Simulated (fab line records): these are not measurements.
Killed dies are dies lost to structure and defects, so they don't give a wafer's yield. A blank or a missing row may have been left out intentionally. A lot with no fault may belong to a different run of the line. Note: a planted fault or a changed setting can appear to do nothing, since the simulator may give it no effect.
A struck lot beside a sound one    flow gf180mcu    17 steps out of a route of 602
Sound: wafers L324.3, L324.4, L324.5. Struck: wafer L329.2 (left out: L329.1, L329.4 of the same lot, which were not struck); the cause appears at the end.
Per side, at each step with rows, come the tool, then ch with its chambers, and then its first start. Under that, the readings that differ: sound wafers    struck wafers    difference of the means    sigmas: that difference in standard deviations of wafers without a fault.
alike: readings whose means differ by less than 2 such deviations, and words and numbers that are the same on both sides. not compared: withheld readings, readings that some wafer has no value for, bounds like >300 that may hide the same value, and numbers for which the record gives no deviation and whose values overlap.
Wherever a step has rows on one side only, a row that says differs or no value, or a row with sigmas, the two part there. Numbers that don't overlap but have no deviation are shown without sigmas and don't part them. A reading that every wafer of one side lacks parts them only if that side has two wafers or more.

GF_SAB_STRIP_13: strips in O2/N2.
  sound on plasma asher-02 ch 0,1, day 16 01:07; struck on plasma asher-03 ch 1, day 18 01:53
reading                       sound              struck  difference                    sigmas
rf hours counter h (h)        - - -              69      no value on the sound wafers  
strip time to endpoint s (s)  12.54 12.56 12.52  12.61   +0.07                         +2
  alike: drypump motor current A, heater power w, oes product au
then, 2 steps without rows for these wafers: GF_SALICIDE_CLEAN_00 (cleans in SC1/SC2, time 150 s); GF_SALICIDE_WET_ETCH_01 (etches SiO2 in dHF, target depth 5 nm, time 100 s).
GF_SALICIDE_SPUTTER_02: material Co, target thk 10 nm, time 20 s.
  sound on pvd sputter-03 at day 16 01:16; struck on pvd sputter-04 at day 18 02:08
  alike: throttle valve pct
GF_SALICIDE_SPUTTER_03: material TiN, target thk 20 nm, time 16.7 s.
  sound on pvd sputter-03 at day 16 01:17; struck on pvd sputter-04 at day 18 02:10
  alike: throttle valve pct
GF_SALICIDE_RS_MEAS_04: measures by four-point-probe.
  sound on film metro-01 at day 16 01:22; struck on film metro-02 at day 18 02:11
  alike: SALICIDE_TIN_RS
GF_SALICIDE_THK_MEAS_05: measures by xrf.
  sound on film metro-01 at day 16 01:28; struck on film metro-02 at day 18 02:19
  alike: SALICIDE_TIN_THK
GF_SALICIDE_RTA_06: time 30 s.
  sound on rtp anneal-02 ch 0, day 16 01:32; struck on rtp anneal-01 ch 0, day 18 02:22
reading             sound           struck  difference  sigmas
lamp power pct (%)  6.82 6.84 6.84  7.04    +0.21       +2
  alike: anneal temp c max, wafer_temp_C_max
then, 1 step without rows for these wafers: GF_SALICIDE_WET_ETCH_07 (etches the open film in SPM, target depth 120 nm).
GF_SALICIDE_RTA_08: time 30 s.
  sound on rtp anneal-01 ch 0, day 16 01:43; struck on rtp anneal-02 ch 0, day 18 02:34
  alike: anneal temp c max, lamp power pct, wafer_temp_C_max
then, 1 step without rows for these wafers: GF_CONTACT_CVD_00 (deposits SiO2, target thk 300 nm, time 50 s).
GF_CONTACT_THK_MEAS_01:
  sound on film metro-02 at day 16 01:51; struck on film metro-02 at day 18 02:44
  alike: CONTACT_CVD_00_THK
GF_CONTACT_CVD_02: deposits SiO2 from TEOS, target thk 860 nm, time 95.992 s.
  sound on pecvd-03 ch 0,2, day 16 01:53; struck on pecvd-04 ch 0, day 18 02:47
reading                                   sound              struck  difference  sigmas
model.SiO2_of_CONTACT_CVD_02.thk nm (nm)  844.8 879.1 852.2  1266    +407        
  alike: heater power w
GF_CONTACT_THK_MEAS_03:
  sound on film metro-04 at day 16 01:59; struck on film metro-03 at day 18 02:52
reading                  sound        struck  difference  sigmas
CONTACT_CVD_02_THK (nm)  845 879 852  1267    +408        +37
GF_CONTACT_CMP_04: polishes SiO2.
  sound on cmp-01 ch 0,1,3, day 16 02:07; struck on cmp-02 ch 1, day 18 03:03
reading                 sound        struck  difference  sigmas
time to endpoint s (s)  101 124 117  259     +145        +22
  alike: motor current A, slurry flow ml min
GF_CONTACT_BOW_MEAS_05:
  sound on film metro-02 at day 16 02:22; struck on film metro-04 at day 18 03:21
  alike: CONTACT_BOW
-- the record jumps here: 13 days lie between the struck wafers' starts before and after (it left off in module CONTACT and takes up again in module PASSIVATION, whose first step shown is number 602 of the route) --
GF_PASSIVATION_PROBE_99:
  only the struck wafers here have rows in the record (prober-02, day 31 09:11); the sound ones have none

== WHERE THEY PART ==
Last at GF_PASSIVATION_PROBE_99 as far as this record goes, first at GF_SAB_STRIP_13.

WHY: whatever the simulator had introduced
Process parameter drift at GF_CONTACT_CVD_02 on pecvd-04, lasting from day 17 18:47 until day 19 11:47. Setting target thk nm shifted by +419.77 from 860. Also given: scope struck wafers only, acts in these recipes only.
